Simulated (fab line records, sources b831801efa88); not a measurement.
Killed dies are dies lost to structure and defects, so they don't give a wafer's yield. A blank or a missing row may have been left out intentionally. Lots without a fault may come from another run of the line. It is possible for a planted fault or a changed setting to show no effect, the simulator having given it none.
fab line records	flow sky130
record: lots: 24	wafers: 72	last_day: 50
route steps=708 shown METAL1@437 VIA1@480 METAL3@532 METAL5@661
lots that met no fault: taken from a fault-free run of the same line
start_h: the number of hours between the record's first day and the start of the first shown wafer of the lot	wait_h: hours elapsed since this lot's preceding step	" unchanged from the row above	L1.1+2: a single row standing in for several wafers	- no value, or no start was given	* or withheld: withheld	< > ~ a bound
route shown NAME@n: a module of which the file shows steps, and the number in the route of the first	usual: mean and standard deviation over wafers with no fault	same: alike in all rows	chamber/n: place in a boat	sites: readings site by site	_std_site: the values' standard deviation	_edge_site: the outer-site mean with the inner-site mean subtracted	radius_mm: for every site, how far away it sits from the centre of the wafer	mask NAME#n: copy n	behind: the tool/chamber that last shaped the wafer	hold: cause of the lot's hold/its duration in hours/its outcome	device: transistor that didn't switch, given as n, p or np	end of line: the route-end tests of the same wafers	for a step that has no rows: nothing shown but its recipe	killed: dies lost to structure and defects at the first sort, not the wafer's yield	map: dies across one wafer; x = killed, . = not, _ = none there
set.NAME: the setting as run; set.NAME@STEP: as run at that earlier step	model.NAME: the simulator's own value behind a step, which no gauge read
steps of the route over a sample of lots; a table a step, a row a wafer
services: the hour from which a tool's chamber was out of use, counted from the record's first day as start_h (under 0 if before that day), plus the number of hours and why
== steps ==
step: SKY_METAL1_SPUTTER_03
recipe: material: Ti	target_thk_nm: 5	power_w: 3000	time_s: 3.3	chamber_pressure_pa: 0.4
usual: throttle_valve_pct: 30.3/1.3
lot.wafer	tool	chamber	start_h	wait_h	throttle_valve_pct
L074.3	pvd_sputter-02	-	731.41	0.0	31.8
L074.4	"	-	"	"	29.2
L074.6	"	-	"	"	31.7
L075.2	pvd_sputter-01	-	744.55	0.0	30.1
L075.4	"	-	"	"	31.5
L075.5	"	-	"	"	30.1
L076.3	pvd_sputter-01	-	749.70	0.0	30.0
L076.5	"	-	"	"	31.7
L076.6	"	-	"	"	29.1
L077.1	pvd_sputter-01	-	758.34	0.0	30.2
L077.4	"	-	"	"	31.6
L077.6	"	-	"	"	29.2
L078.1	pvd_sputter-04	-	774.89	0.0	28.9
L078.3	"	-	"	"	30.0
L078.4	"	-	"	"	28.4
L079.1	pvd_sputter-02	-	781.29	0.0	29.6
L079.5	"	-	"	"	31.5
L079.6	"	-	"	"	32.7
L080.2	pvd_sputter-01	-	783.48	0.0	31.7
L080.3	"	-	"	"	30.1
L080.5	"	-	"	"	28.9
L081.2	pvd_sputter-02	-	796.86	0.0	30.7
L081.4	"	-	"	"	29.4
L081.5	"	-	"	"	29.3
L082.3	pvd_sputter-04	-	799.02	0.0	28.5
L082.4	"	-	"	"	28.3
L082.6	"	-	"	"	29.5
L083.3	pvd_sputter-02	-	803.41	0.0	31.6
L083.5	"	-	"	"	29.3
L083.6	"	-	"	"	30.8
L084.2	pvd_sputter-01	-	821.31	0.0	31.7
L084.3	"	-	"	"	30.1
L084.6	"	-	"	"	31.6
L085.1	pvd_sputter-02	-	822.49	0.0	30.8
L085.5	"	-	"	"	32.9
L085.6	"	-	"	"	30.5
L086.1	pvd_sputter-04	-	831.94	0.0	28.3
L086.4	"	-	"	"	29.7
L086.5	"	-	"	"	29.3
L087.2	pvd_sputter-04	-	837.25	0.0	28.5
L087.3	"	-	"	"	28.4
L087.6	"	-	"	"	29.8
L088.3	pvd_sputter-02	-	839.35	0.0	33.0
L088.5	"	-	"	"	31.5
L088.6	"	-	"	"	33.2
L089.3	pvd_sputter-04	-	851.09	0.0	28.4
L089.5	"	-	"	"	28.7
L089.6	"	-	"	"	30.1
L090.1	pvd_sputter-02	-	857.75	0.0	30.5
L090.4	"	-	"	"	29.0
L090.5	"	-	"	"	30.5
L091.1	pvd_sputter-02	-	874.18	0.0	31.6
L091.2	"	-	"	"	32.7
L091.4	"	-	"	"	29.6
L092.2	pvd_sputter-04	-	882.95	0.0	29.9
L092.4	"	-	"	"	29.2
L092.6	"	-	"	"	28.6
L093.1	pvd_sputter-02	-	884.98	0.0	32.7
L093.2	"	-	"	"	29.6
L093.6	"	-	"	"	31.5
L094.1	pvd_sputter-04	-	888.74	0.0	30.1
L094.3	"	-	"	"	28.6
L094.6	"	-	"	"	28.5
L095.1	pvd_sputter-01	-	889.42	0.0	30.1
L095.4	"	-	"	"	32.0
L095.6	"	-	"	"	30.4
L096.1	pvd_sputter-02	-	893.68	0.0	33.0
L096.2	"	-	"	"	29.5
L096.3	"	-	"	"	30.4
L097.2	pvd_sputter-04	-	900.56	0.0	29.9
L097.5	"	-	"	"	28.4
L097.6	"	-	"	"	29.3
step: SKY_VIA1_RS_MEAS_22
recipe: thk_meas_gauge: four-point-probe	reads: W_of_VIA1_CVD_21+TiN_of_VIA1_SPUTTER_20
usual: VIA1_W_RS: 0.426/0.0041
lot.wafer	tool	chamber	start_h	wait_h	VIA1_W_RS[ohm/sq]
L074.3	film_metro-03	-	787.38	0.1	0.433
L074.4	"	-	"	"	0.428
L074.6	"	-	"	"	0.428
L075.2	film_metro-03	-	799.86	0.1	0.425
L075.4	"	-	"	"	0.425
L075.5	"	-	"	"	0.426
L076.3	film_metro-04	-	806.96	0.1	0.428
L076.5	"	-	"	"	0.431
L076.6	"	-	"	"	0.428
L077.1	film_metro-03	-	812.97	0.1	0.428
L077.4	"	-	"	"	0.425
L077.6	"	-	"	"	0.427
L078.1	film_metro-02	-	830.14	0.1	0.430
L078.3	"	-	"	"	0.428
L078.4	"	-	"	"	0.429
L079.1	film_metro-03	-	835.38	0.2	0.421
L079.5	"	-	"	"	0.423
L079.6	"	-	"	"	0.421
L080.2	film_metro-04	-	838.29	0.1	0.420
L080.3	"	-	"	"	0.423
L080.5	"	-	"	"	0.425
L081.2	film_metro-02	-	851.36	0.1	0.434
L081.4	"	-	"	"	0.429
L081.5	"	-	"	"	0.429
L082.3	film_metro-02	-	852.81	0.1	0.426
L082.4	"	-	"	"	0.427
L082.6	"	-	"	"	0.433
L083.3	film_metro-02	-	858.14	0.1	0.425
L083.5	"	-	"	"	0.421
L083.6	"	-	"	"	0.425
L084.2	film_metro-04	-	876.24	0.1	0.424
L084.3	"	-	"	"	0.426
L084.6	"	-	"	"	0.431
L085.1	film_metro-02	-	876.57	0.1	0.425
L085.5	"	-	"	"	0.425
L085.6	"	-	"	"	0.419
L086.1	film_metro-03	-	886.40	0.1	0.419
L086.4	"	-	"	"	0.423
L086.5	"	-	"	"	0.422
L087.2	film_metro-03	-	891.40	0.1	0.426
L087.3	"	-	"	"	0.422
L087.6	"	-	"	"	0.427
L088.3	film_metro-02	-	894.15	0.1	0.423
L088.5	"	-	"	"	0.424
L088.6	"	-	"	"	0.423
L089.3	film_metro-02	-	903.53	0.1	0.428
L089.5	"	-	"	"	0.424
L089.6	"	-	"	"	0.421
L090.1	film_metro-04	-	912.49	0.1	0.424
L090.4	"	-	"	"	0.428
L090.5	"	-	"	"	0.427
L091.1	film_metro-02	-	926.97	0.1	0.427
L091.2	"	-	"	"	0.429
L091.4	"	-	"	"	0.428
L092.2	film_metro-02	-	936.04	0.1	0.425
L092.4	"	-	"	"	0.426
L092.6	"	-	"	"	0.431
L093.1	film_metro-03	-	938.32	0.2	0.423
L093.2	"	-	"	"	0.429
L093.6	"	-	"	"	0.426
L094.1	film_metro-02	-	940.77	0.2	0.430
L094.3	"	-	"	"	0.424
L094.6	"	-	"	"	0.424
L095.1	film_metro-02	-	941.99	0.1	0.431
L095.4	"	-	"	"	0.437
L095.6	"	-	"	"	0.430
L096.1	film_metro-02	-	946.63	0.1	0.425
L096.2	"	-	"	"	0.430
L096.3	"	-	"	"	0.429
L097.2	film_metro-04	-	951.39	0.1	0.426
L097.5	"	-	"	"	0.418
L097.6	"	-	"	"	0.420
step: SKY_METAL3_SPUTTER_00
recipe: material: Ti	target_thk_nm: 15	power_w: 3000	time_s: 10	chamber_pressure_pa: 0.4
usual: throttle_valve_pct: 30.2/1.3
lot.wafer	tool	chamber	start_h	wait_h	throttle_valve_pct
L074.3	pvd_sputter-01	-	843.01	0.1	30.3
L074.4	"	-	"	"	29.6
L074.6	"	-	"	"	29.3
L075.2	pvd_sputter-02	-	855.74	0.2	29.3
L075.4	"	-	"	"	31.6
L075.5	"	-	"	"	30.6
L076.3	pvd_sputter-04	-	863.33	0.2	30.2
L076.5	"	-	"	"	28.3
L076.6	"	-	"	"	30.4
L077.1	pvd_sputter-01	-	868.26	0.1	31.8
L077.4	"	-	"	"	30.5
L077.6	"	-	"	"	30.4
L078.1	pvd_sputter-04	-	886.22	0.1	29.4
L078.3	"	-	"	"	30.0
L078.4	"	-	"	"	28.6
L079.1	pvd_sputter-04	-	890.15	0.2	29.7
L079.5	"	-	"	"	29.8
L079.6	"	-	"	"	30.0
L080.2	pvd_sputter-04	-	894.03	0.1	29.5
L080.3	"	-	"	"	28.3
L080.5	"	-	"	"	29.5
L081.2	pvd_sputter-04	-	906.02	0.2	28.3
L081.4	"	-	"	"	29.5
L081.5	"	-	"	"	29.5
L082.3	pvd_sputter-02	-	907.93	0.1	30.4
L082.4	"	-	"	"	31.6
L082.6	"	-	"	"	31.5
L083.3	pvd_sputter-02	-	913.61	0.1	32.8
L083.5	"	-	"	"	29.3
L083.6	"	-	"	"	31.9
L084.2	pvd_sputter-02	-	929.75	0.2	29.4
L084.3	"	-	"	"	31.6
L084.6	"	-	"	"	30.7
L085.1	pvd_sputter-01	-	930.52	0.2	30.2
L085.5	"	-	"	"	30.4
L085.6	"	-	"	"	30.1
L086.1	pvd_sputter-02	-	939.82	0.2	31.5
L086.4	"	-	"	"	32.3
L086.5	"	-	"	"	31.4
L087.2	pvd_sputter-01	-	943.21	0.2	31.9
L087.3	"	-	"	"	30.2
L087.6	"	-	"	"	30.3
L088.3	pvd_sputter-01	-	947.25	0.2	30.1
L088.5	"	-	"	"	29.1
L088.6	"	-	"	"	30.3
L089.3	pvd_sputter-01	-	955.15	0.2	29.3
L089.5	"	-	"	"	31.7
L089.6	"	-	"	"	29.1
L090.1	pvd_sputter-01	-	965.54	0.2	30.3
L090.4	"	-	"	"	29.3
L090.5	"	-	"	"	29.1
L091.1	pvd_sputter-02	-	978.92	0.1	30.4
L091.2	"	-	"	"	29.5
L091.4	"	-	"	"	31.5
L092.2	pvd_sputter-04	-	988.12	0.2	28.4
L092.4	"	-	"	"	29.8
L092.6	"	-	"	"	29.5
L093.1	pvd_sputter-04	-	991.00	0.2	28.3
L093.2	"	-	"	"	28.5
L093.6	"	-	"	"	29.4
L094.1	pvd_sputter-04	-	992.90	0.1	30.0
L094.3	"	-	"	"	28.4
L094.6	"	-	"	"	28.6
L095.1	pvd_sputter-04	-	993.61	0.2	28.4
L095.4	"	-	"	"	29.8
L095.6	"	-	"	"	28.3
L096.1	pvd_sputter-02	-	999.32	0.2	31.8
L096.2	"	-	"	"	30.6
L096.3	"	-	"	"	32.9
L097.2	pvd_sputter-02	-	1003.07	0.1	30.8
L097.5	"	-	"	"	32.9
L097.6	"	-	"	"	30.6
step: SKY_METAL3_SPUTTER_01
recipe: material: TiN	target_thk_nm: 20	power_w: 6500	time_s: 16.7	chamber_pressure_pa: 0.4
usual: throttle_valve_pct: 30.2/1.3
lot.wafer	tool	chamber	start_h	wait_h	throttle_valve_pct
L074.3	pvd_sputter-01	-	843.03	0.0	30.3
L074.4	"	-	"	"	29.4
L074.6	"	-	"	"	29.3
L075.2	pvd_sputter-02	-	855.76	0.0	29.2
L075.4	"	-	"	"	31.8
L075.5	"	-	"	"	30.3
L076.3	pvd_sputter-04	-	863.35	0.0	30.1
L076.5	"	-	"	"	28.6
L076.6	"	-	"	"	29.8
L077.1	pvd_sputter-01	-	868.28	0.0	31.5
L077.4	"	-	"	"	30.3
L077.6	"	-	"	"	30.4
L078.1	pvd_sputter-04	-	886.24	0.0	29.4
L078.3	"	-	"	"	30.0
L078.4	"	-	"	"	28.1
L079.1	pvd_sputter-04	-	890.17	0.0	29.6
L079.5	"	-	"	"	29.6
L079.6	"	-	"	"	29.8
L080.2	pvd_sputter-04	-	894.05	0.0	29.6
L080.3	"	-	"	"	28.8
L080.5	"	-	"	"	29.4
L081.2	pvd_sputter-04	-	906.05	0.0	28.5
L081.4	"	-	"	"	29.7
L081.5	"	-	"	"	29.6
L082.3	pvd_sputter-02	-	907.95	0.0	30.5
L082.4	"	-	"	"	31.7
L082.6	"	-	"	"	31.5
L083.3	pvd_sputter-02	-	913.63	0.0	33.0
L083.5	"	-	"	"	29.3
L083.6	"	-	"	"	31.6
L084.2	pvd_sputter-02	-	929.78	0.0	29.4
L084.3	"	-	"	"	31.8
L084.6	"	-	"	"	30.5
L085.1	pvd_sputter-01	-	930.54	0.0	30.6
L085.5	"	-	"	"	30.2
L085.6	"	-	"	"	30.3
L086.1	pvd_sputter-02	-	939.84	0.0	31.5
L086.4	"	-	"	"	32.7
L086.5	"	-	"	"	31.6
L087.2	pvd_sputter-01	-	943.23	0.0	31.6
L087.3	"	-	"	"	30.0
L087.6	"	-	"	"	30.3
L088.3	pvd_sputter-01	-	947.27	0.0	30.5
L088.5	"	-	"	"	29.0
L088.6	"	-	"	"	30.2
L089.3	pvd_sputter-01	-	955.17	0.0	29.1
L089.5	"	-	"	"	31.6
L089.6	"	-	"	"	28.9
L090.1	pvd_sputter-01	-	965.57	0.0	30.5
L090.4	"	-	"	"	29.0
L090.5	"	-	"	"	29.1
L091.1	pvd_sputter-02	-	978.94	0.0	30.4
L091.2	"	-	"	"	29.1
L091.4	"	-	"	"	31.6
L092.2	pvd_sputter-04	-	988.14	0.0	28.7
L092.4	"	-	"	"	30.0
L092.6	"	-	"	"	29.7
L093.1	pvd_sputter-04	-	991.03	0.0	28.4
L093.2	"	-	"	"	28.5
L093.6	"	-	"	"	29.6
L094.1	pvd_sputter-04	-	992.93	0.0	30.0
L094.3	"	-	"	"	28.5
L094.6	"	-	"	"	28.4
L095.1	pvd_sputter-04	-	993.63	0.0	28.5
L095.4	"	-	"	"	30.1
L095.6	"	-	"	"	28.4
L096.1	pvd_sputter-02	-	999.34	0.0	31.9
L096.2	"	-	"	"	30.9
L096.3	"	-	"	"	32.8
L097.2	pvd_sputter-02	-	1003.09	0.0	30.9
L097.5	"	-	"	"	33.0
L097.6	"	-	"	"	30.7
step: SKY_METAL5_SPUTTER_00
recipe: material: Ti	target_thk_nm: 15	power_w: 3000	time_s: 10	chamber_pressure_pa: 0.4
usual: throttle_valve_pct: 29.7/1.3
lot.wafer	tool	chamber	start_h	wait_h	throttle_valve_pct
L074.3	pvd_sputter-04	-	1000.27	0.2	28.3
L074.4	"	-	"	"	28.3
L074.6	"	-	"	"	28.3
L075.2	pvd_sputter-04	-	1012.77	0.1	29.6
L075.4	"	-	"	"	30.1
L075.5	"	-	"	"	30.0
L076.3	pvd_sputter-04	-	1016.71	0.1	28.4
L076.5	"	-	"	"	28.4
L076.6	"	-	"	"	30.0
L077.1	pvd_sputter-03	-	1023.89	0.2	29.6
L077.4	"	-	"	"	30.1
L077.6	"	-	"	"	30.2
L078.1	pvd_sputter-03	-	1038.82	0.1	29.8
L078.3	"	-	"	"	28.5
L078.4	"	-	"	"	28.8
L079.1	pvd_sputter-02	-	1042.51	0.1	31.5
L079.5	"	-	"	"	32.8
L079.6	"	-	"	"	30.5
L080.2	pvd_sputter-04	-	1046.77	0.1	29.4
L080.3	"	-	"	"	30.0
L080.5	"	-	"	"	28.5
L081.2	pvd_sputter-04	-	1055.30	0.2	28.6
L081.4	"	-	"	"	30.2
L081.5	"	-	"	"	28.4
L082.3	pvd_sputter-04	-	1056.53	0.2	28.4
L082.4	"	-	"	"	29.7
L082.6	"	-	"	"	30.3
L083.3	pvd_sputter-02	-	1062.69	0.1	30.4
L083.5	"	-	"	"	32.9
L083.6	"	-	"	"	30.8
L084.2	pvd_sputter-04	-	1074.85	0.1	30.0
L084.3	"	-	"	"	28.1
L084.6	"	-	"	"	30.1
L085.1	pvd_sputter-04	-	1076.11	0.1	29.4
L085.5	"	-	"	"	29.8
L085.6	"	-	"	"	28.6
L086.1	pvd_sputter-04	-	1085.93	0.1	29.5
L086.4	"	-	"	"	28.3
L086.5	"	-	"	"	30.0
L087.2	pvd_sputter-04	-	1088.06	0.1	30.1
L087.3	"	-	"	"	28.2
L087.6	"	-	"	"	30.0
L088.3	pvd_sputter-02	-	1090.65	0.2	30.6
L088.5	"	-	"	"	30.7
L088.6	"	-	"	"	32.6
L089.3	pvd_sputter-02	-	1098.15	0.1	33.0
L089.5	"	-	"	"	30.4
L089.6	"	-	"	"	29.5
L090.1	pvd_sputter-04	-	1107.14	0.2	29.6
L090.4	"	-	"	"	29.9
L090.5	"	-	"	"	28.5
L091.1	pvd_sputter-04	-	1117.68	0.1	30.4
L091.2	"	-	"	"	29.4
L091.4	"	-	"	"	28.5
L092.2	pvd_sputter-03	-	1125.65	0.1	28.4
L092.4	"	-	"	"	29.0
L092.6	"	-	"	"	29.9
L093.1	pvd_sputter-02	-	1127.89	0.2	31.7
L093.2	"	-	"	"	32.8
L093.6	"	-	"	"	30.7
L094.1	pvd_sputter-04	-	1130.26	0.1	29.5
L094.3	"	-	"	"	28.6
L094.6	"	-	"	"	30.1
L095.1	pvd_sputter-04	-	1131.41	0.1	28.3
L095.4	"	-	"	"	28.1
L095.6	"	-	"	"	28.5
L096.1	pvd_sputter-02	-	1135.28	0.1	31.5
L096.2	"	-	"	"	30.6
L096.3	"	-	"	"	29.5
L097.2	pvd_sputter-02	-	1137.96	0.1	29.4
L097.5	"	-	"	"	31.3
L097.6	"	-	"	"	29.3
step: SKY_METAL5_STRIP_16
recipe: chemistry: O2/N2	power_w: 1400	pressure_mtorr: 1500	platen_temp_c: withheld	o2_flow_sccm: 3000	n2_flow_sccm: 300	overash_fraction: 0.5
usual: drypump_motor_current_A: 5.9/0.47	oes_product_au: 0.711/0.0045	strip_time_to_endpoint_s: 13.04/0.13
lot.wafer	tool	chamber	start_h	wait_h	drypump_motor_current_A	oes_product_au	rf_hours_counter_h	strip_time_to_endpoint_s
L074.3	plasma_asher-01	0	1023.78	0.1	6.7	0.717	-	13.05
L074.4	"	1	"	"	5.7	0.712	-	13.18
L074.6	"	0	"	"	6.8	0.708	-	13.32
L075.2	plasma_asher-02	1	1036.17	0.2	6.2	0.713	126	13.11
L075.4	"	0	"	"	5.3	0.710	-	13.06
L075.5	"	0	"	"	5.4	0.712	-	13.27
L076.3	plasma_asher-02	1	1040.34	0.1	6.2	0.709	-	12.93
L076.5	"	0	"	"	5.4	0.705	-	13.08
L076.6	"	1	"	"	6.2	0.716	-	13.01
L077.1	plasma_asher-02	0	1046.66	0.2	5.4	0.715	128	13.12
L077.4	"	0	"	"	5.4	0.717	-	13.08
L077.6	"	0	"	"	5.4	0.707	-	13.10
L078.1	plasma_asher-03	0	1060.86	0.2	6.1	0.711	98	13.23
L078.3	"	0	"	"	6.2	0.717	-	13.24
L078.4	"	1	"	"	5.5	0.703	-	13.30
L079.1	plasma_asher-02	0	1064.80	0.2	5.4	0.700	0	13.12
L079.5	"	1	"	"	6.2	0.716	-	13.01
L079.6	"	0	"	"	5.4	0.705	-	13.07
L080.2	plasma_asher-03	0	1068.30	0.2	6.2	0.703	100	13.14
L080.3	"	0	"	"	6.1	0.710	-	13.09
L080.5	"	0	"	"	6.1	0.707	-	13.11
L081.2	plasma_asher-03	0	1076.20	0.2	6.2	0.719	101	12.84
L081.4	"	0	"	"	6.1	0.706	-	12.93
L081.5	"	0	"	"	6.1	0.713	-	13.00
L082.3	plasma_asher-02	0	1077.44	0.1	5.4	0.702	-	12.82
L082.4	"	1	"	"	6.2	0.708	-	12.81
L082.6	"	0	"	"	5.4	0.711	-	12.82
L083.3	plasma_asher-02	1	1083.68	0.1	6.2	0.714	-	13.12
L083.5	"	0	"	"	5.4	0.706	-	13.04
L083.6	"	1	"	"	6.2	0.709	-	13.05
L084.2	plasma_asher-01	1	1095.56	0.2	5.7	0.708	36	13.14
L084.3	"	0	"	"	6.7	0.711	-	13.10
L084.6	"	0	"	"	6.7	0.705	-	13.07
L085.1	plasma_asher-01	0	1097.07	0.2	6.7	0.706	36	12.85
L085.5	"	1	"	"	5.8	0.711	-	12.85
L085.6	"	0	"	"	6.7	0.712	-	12.98
L086.1	plasma_asher-01	1	1107.52	0.2	5.8	0.705	37	12.91
L086.4	"	1	"	"	5.8	0.713	-	13.02
L086.5	"	0	"	"	6.7	0.711	-	12.88
L087.2	plasma_asher-03	0	1108.96	0.2	6.2	0.707	104	13.20
L087.3	"	1	"	"	5.5	0.709	-	13.25
L087.6	"	0	"	"	6.2	0.713	-	13.32
L088.3	plasma_asher-03	0	1111.13	0.1	6.1	0.708	-	12.84
L088.5	"	1	"	"	5.5	0.712	-	12.92
L088.6	"	0	"	"	6.2	0.712	-	12.91
L089.3	plasma_asher-01	1	1118.48	0.1	5.8	0.717	-	13.18
L089.5	"	1	"	"	5.8	0.708	-	13.22
L089.6	"	0	"	"	6.7	0.704	-	13.17
L090.1	plasma_asher-02	0	1127.07	0.2	5.4	0.716	6	12.84
L090.4	"	1	"	"	6.2	0.710	-	12.79
L090.5	"	1	"	"	6.2	0.710	-	12.86
L091.1	plasma_asher-01	0	1136.82	0.2	6.7	0.707	39	13.09
L091.2	"	1	"	"	5.8	0.708	39	13.11
L091.4	"	1	"	"	5.7	0.712	-	13.11
L092.2	plasma_asher-02	1	1144.31	0.2	6.2	0.714	8	13.06
L092.4	"	1	"	"	6.2	0.709	-	13.00
L092.6	"	0	"	"	5.4	0.711	-	12.92
L093.1	plasma_asher-02	1	1146.50	0.2	6.2	0.710	8	12.87
L093.2	"	0	"	"	5.4	0.713	8	12.99
L093.6	"	0	"	"	5.3	0.715	-	12.84
L094.1	plasma_asher-01	1	1148.51	0.2	5.7	0.708	40	13.11
L094.3	"	1	"	"	5.7	0.703	-	13.05
L094.6	"	0	"	"	6.7	0.711	-	13.21
L095.1	plasma_asher-03	0	1150.70	0.2	6.1	0.712	108	12.93
L095.4	"	0	"	"	6.1	0.713	-	12.85
L095.6	"	0	"	"	6.1	0.710	-	12.87
L096.1	plasma_asher-03	1	1153.66	0.2	5.5	0.710	108	13.05
L096.2	"	0	"	"	6.1	0.721	108	13.02
L096.3	"	0	"	"	6.1	0.708	-	13.08
L097.2	plasma_asher-01	0	1156.17	0.2	6.8	0.715	41	13.13
L097.5	"	1	"	"	5.7	0.709	-	13.02
L097.6	"	0	"	"	6.8	0.710	-	13.23
== services ==
tool	chamber	start_h	hours	kind
plasma_asher-01	-	733.75	9.0	pm
plasma_asher-01	-	745.79	4.5	repair
plasma_asher-01	-	766.41	6.7	repair
plasma_asher-02	-	766.42	12.0	repair
pvd_sputter-02	-	776.67	4.0	repair
plasma_asher-01	-	827.69	14.6	pm
pvd_sputter-03	-	832.97	0.5	repair
pvd_sputter-02	-	894.16	0.6	repair
pvd_sputter-01	-	898.87	9.4	repair
pvd_sputter-03	-	900.35	0.5	repair
plasma_asher-01	-	927.09	2.5	repair
plasma_asher-02	-	931.11	8.5	repair
pvd_sputter-04	-	1001.35	0.5	repair
plasma_asher-03	-	1030.41	2.1	repair
plasma_asher-03	-	1033.73	0.4	repair
pvd_sputter-03	-	1045.74	27.6	repair
pvd_sputter-01	-	1048.09	1.4	repair
plasma_asher-02	-	1055.28	9.0	pm
plasma_asher-01	-	1061.15	12.7	repair
pvd_sputter-01	-	1075.11	7.2	repair
pvd_sputter-04	-	1084.03	1.7	repair
pvd_sputter-01	-	1087.71	13.7	repair
plasma_asher-01	-	1097.38	1.3	repair
pvd_sputter-01	-	1108.88	2.7	repair
== key ==
fault none
